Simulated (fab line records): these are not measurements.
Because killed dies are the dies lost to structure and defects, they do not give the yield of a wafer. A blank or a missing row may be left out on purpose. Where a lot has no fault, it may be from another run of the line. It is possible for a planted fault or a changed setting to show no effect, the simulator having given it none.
Struck lot and sound lot, side by side    flow sky130    18 steps out of a route of 708
Sound: the wafers L159.4, L159.5, L159.6. Wafers struck: L166.1, L166.3, L166.6. Last of all comes the cause.
Each step with rows lists, per side, the tool, then ch with its chambers, then its first start. Under that, the readings that differ: sound wafers    struck wafers    difference of the means    sigmas: that difference in standard deviations of wafers without a fault.
alike: same words and numbers on both sides, and readings whose means sit less than 2 such deviations apart. not compared: any withheld reading, any reading some wafer has no value for, any bound like >300 that may hide the same value, and any number with overlapping values for which the record gives no deviation.
Wherever a step has rows on one side only, a row that says differs or no value, or a row with sigmas, the two part there. Numbers that don't overlap but have no deviation are shown without sigmas and don't part them. A reading missing from all wafers of one side parts the sides only when that side holds two or more wafers.

SKY_METAL4_STRIP_19: strips in O2/N2.
  sound on plasma-asher-04 ch 0,1, day 42 18:28; struck on plasma-asher-02 ch 0, day 44 16:03
  alike: drypump-motor-current-A, oes-product-au, strip-time-to-endpoint-s
  not compared: rf-hours-counter-h
then, 4 steps without rows for these wafers: SKY_METAL4_STRIP_20 (strips in post etch residue remover, time 1200 s); SKY_METAL4_CLEAN_21 (cleans in IPA, time 180 s); SKY_METAL4_CLEAN_22 (cleans in O3/DIW); SKY_VIA4_HDPCVD_00 (deposits SiO2, target thk 1750 nm, time 291.7 s).
SKY_VIA4_THK_MEAS_01:
  sound on film-metro-01 at day 42 19:16; struck on film-metro-04 at day 44 16:49
  alike: VIA4_HDPCVD_THK
SKY_VIA4_CMP_02: polishes SiO2.
  sound on cmp-02 ch 0,3, day 42 19:17; struck on cmp-02 ch 0,1, day 44 16:53
reading              sound           struck        difference  sigmas
motor-current-A (A)  16.2 11.2 15.3  10.5 9.4 9.8  -4.3        -2
  alike: platen-rpm
SKY_VIA4_BOW_MEAS_03:
  sound on film-metro-01 at day 42 19:39; struck on film-metro-01 at day 44 17:11
  alike: VIA4_BOW
then, 4 steps without rows for these wafers: SKY_VIA4_DEHYDRATE_04 (time 60 s); SKY_VIA4_HMDS_05 (prime time 60 s); SKY_VIA4_COAT_06 (resist thk 1140 nm); SKY_VIA4_SOFTBAKE_07 (time 60 s).
SKY_VIA4_EXPOSE_08: exposes mask VIM4, target cd 800 nm.
  sound on iline-stepper-01 ch 0, day 43 07:09; struck on iline-stepper-02 ch 0, day 45 04:25
reading               sound                 struck                difference  sigmas
exposure-dose-mJ-cm2  132.15 132.11 132.01  123.08 123.19 122.90  -9.03       -69
  alike: mask
then, 2 steps without rows for these wafers: SKY_VIA4_PEB_09; SKY_VIA4_DEVELOP_10 (develop time 60 s).
SKY_VIA4_OVL_MEAS_11:
  sound on overlay-02 at day 43 18:08; struck on overlay-01 at day 45 14:58
  alike: VIA4_OVL
SKY_VIA4_ETCH_12: etches SiO2 in C4F8/O2/Ar, stops on TiN, target depth 580 nm.
  sound on rie-diel-03 ch 0,3, day 43 18:09; struck on rie-diel-01 ch 1,2, day 45 15:00
reading                sound              struck             difference  sigmas
model.VIA4.cd-nm (nm)  801.7 800.2 800.3  782.1 780.7 777.7  -20.6       
  alike: oes-product-au
SKY_VIA4_STRIP_13: strips in O2/N2.
  sound on plasma-asher-01 ch 0,1, day 43 18:16; struck on plasma-asher-04 ch 0,1, day 45 15:04
  alike: drypump-motor-current-A, oes-product-au, strip-time-to-endpoint-s
  not compared: rf-hours-counter-h

== WHERE THEY PART ==
First at SKY_VIA4_CMP_02; last, within this record, at SKY_VIA4_EXPOSE_08. Later steps at which nothing parts them and some readings are alike: SKY_VIA4_OVL_MEAS_11, SKY_VIA4_ETCH_12, SKY_VIA4_STRIP_13.

WHY: whatever the simulator had introduced
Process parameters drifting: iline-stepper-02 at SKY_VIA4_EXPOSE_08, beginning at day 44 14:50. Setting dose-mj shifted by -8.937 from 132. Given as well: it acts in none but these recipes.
